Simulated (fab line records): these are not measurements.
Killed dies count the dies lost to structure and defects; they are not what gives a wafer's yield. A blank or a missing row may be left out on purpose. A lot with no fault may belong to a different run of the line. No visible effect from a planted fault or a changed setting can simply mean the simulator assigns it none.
Commonality check across tools ; flow sky130 ; 12 lots and 36 wafers in the sample

## REASON IT WAS OPENED
Of 12 lots, 3 have the reading SONOS_ONO_CVD_02_THK flagged at SKY_SONOS_ONO_THK_MEAS_03. Fault-free wafers read 10.52 nm, with a standard deviation of 0.12.
Rule: a lot is flagged when every wafer of it that has a number lies more than 4 standard deviations from that mean, or none has a number. The rest of the lots are taken to be sound.

lot;measured;on;SONOS_ONO_CVD_02_THK (nm), wafer by wafer;flag
L481;day 11 16:06;filmMetro-01;10.58 10.59 10.64;
L482;day 11 16:08;filmMetro-02;10.77 10.72 10.66;
L483;day 12 01:01;filmMetro-02;10.49 10.53 10.63;
L485;day 13 02:02;filmMetro-02;10.54 10.51 10.40;
L489;day 14 06:20;filmMetro-04;13.96 13.88 13.80;FLAGGED
L490;day 14 11:05;filmMetro-04;14.11 14.15 14.28;FLAGGED
L491;day 14 20:38;filmMetro-02;14.11 14.03 13.94;FLAGGED
L499;day 17 11:16;filmMetro-02;10.58 10.52 10.57;
L500;day 17 22:54;filmMetro-04;10.63 10.84 10.77;
L501;day 18 06:43;filmMetro-04;10.48 10.48 10.49;
L502;day 18 07:47;filmMetro-04;10.43 10.32 10.42;
L504;day 19 03:43;filmMetro-02;10.47 10.48 10.47;
On average the flagged lots' numbers are 14.03 nm, which is +3.51 nm against the usual, or +29 standard deviations.

## TOOL THAT RAN EACH LOT
The record holds 1 process step before the reading, out of a route of 708 steps. In each cell: the tool, then ch and the chambers that the sampled wafers went through, then the start.
lot;flag;SKY_SONOS_ONO_CVD_02
L481;;lpcvd-02 ch 0, day 11 15:03
L482;;lpcvd-02 ch 1, day 11 15:03
L483;;lpcvd-02 ch 1, day 11 23:56
L485;;lpcvd-02 ch 1, day 13 00:28
L489;FLAGGED;lpcvd-02 ch 1, day 14 05:17
L490;FLAGGED;lpcvd-02 ch 1, day 14 09:29
L491;FLAGGED;lpcvd-02 ch 1, day 14 19:35
L499;;lpcvd-02 ch 1, day 17 10:13
L500;;lpcvd-02 ch 0, day 17 21:50
L501;;lpcvd-02 ch 0, day 18 05:40
L502;;lpcvd-02 ch 0, day 18 06:43
L504;;lpcvd-02 ch 1, day 19 02:40
What these steps do:
- SKY_SONOS_ONO_CVD_02: deposits Si3N4 from DCS/NH3, target thk 10.5 nm, time 180 s.
- SKY_SONOS_ONO_THK_MEAS_03

## FLAGGED AGAINST TOTAL, ONE TOOL AT A TIME (gauges that did the reading follow at the end)
step;tool;lots run;flagged;share of the flagged lots;sound lots run after its first flagged lot
SKY_SONOS_ONO_CVD_02;lpcvd-02;12;3;all;5 (L499,L500,L501,L502,L504)
SKY_SONOS_ONO_THK_MEAS_03;filmMetro-01;1;0;none;-
SKY_SONOS_ONO_THK_MEAS_03;filmMetro-02;6;1;some;2 (L499,L504)
SKY_SONOS_ONO_THK_MEAS_03;filmMetro-04;5;2;some;3 (L500,L501,L502)

## WHAT THE TABLE ALLOWS
In the table, 1 row covers all flagged lots: lpcvd-02 at SKY_SONOS_ONO_CVD_02.
- lpcvd-02 at SKY_SONOS_ONO_CVD_02 ran 12 lots, 3 of them flagged. After the first flagged lot (L499, L500, L501, L502, L504), sound lots still ran on it; a lasting fault on the whole tool would not permit that. Its own readings lie more than 4 standard deviations out on every wafer of the flagged lots: spikeTcCentreC, spikeTcLowerC, spikeTcTopC, spikeTcUpperC, susceptorTempC.
Every row of the table either missed a flagged lot or ran a sound lot after the first.

## WHAT THE SIMULATOR HAD PUT IN
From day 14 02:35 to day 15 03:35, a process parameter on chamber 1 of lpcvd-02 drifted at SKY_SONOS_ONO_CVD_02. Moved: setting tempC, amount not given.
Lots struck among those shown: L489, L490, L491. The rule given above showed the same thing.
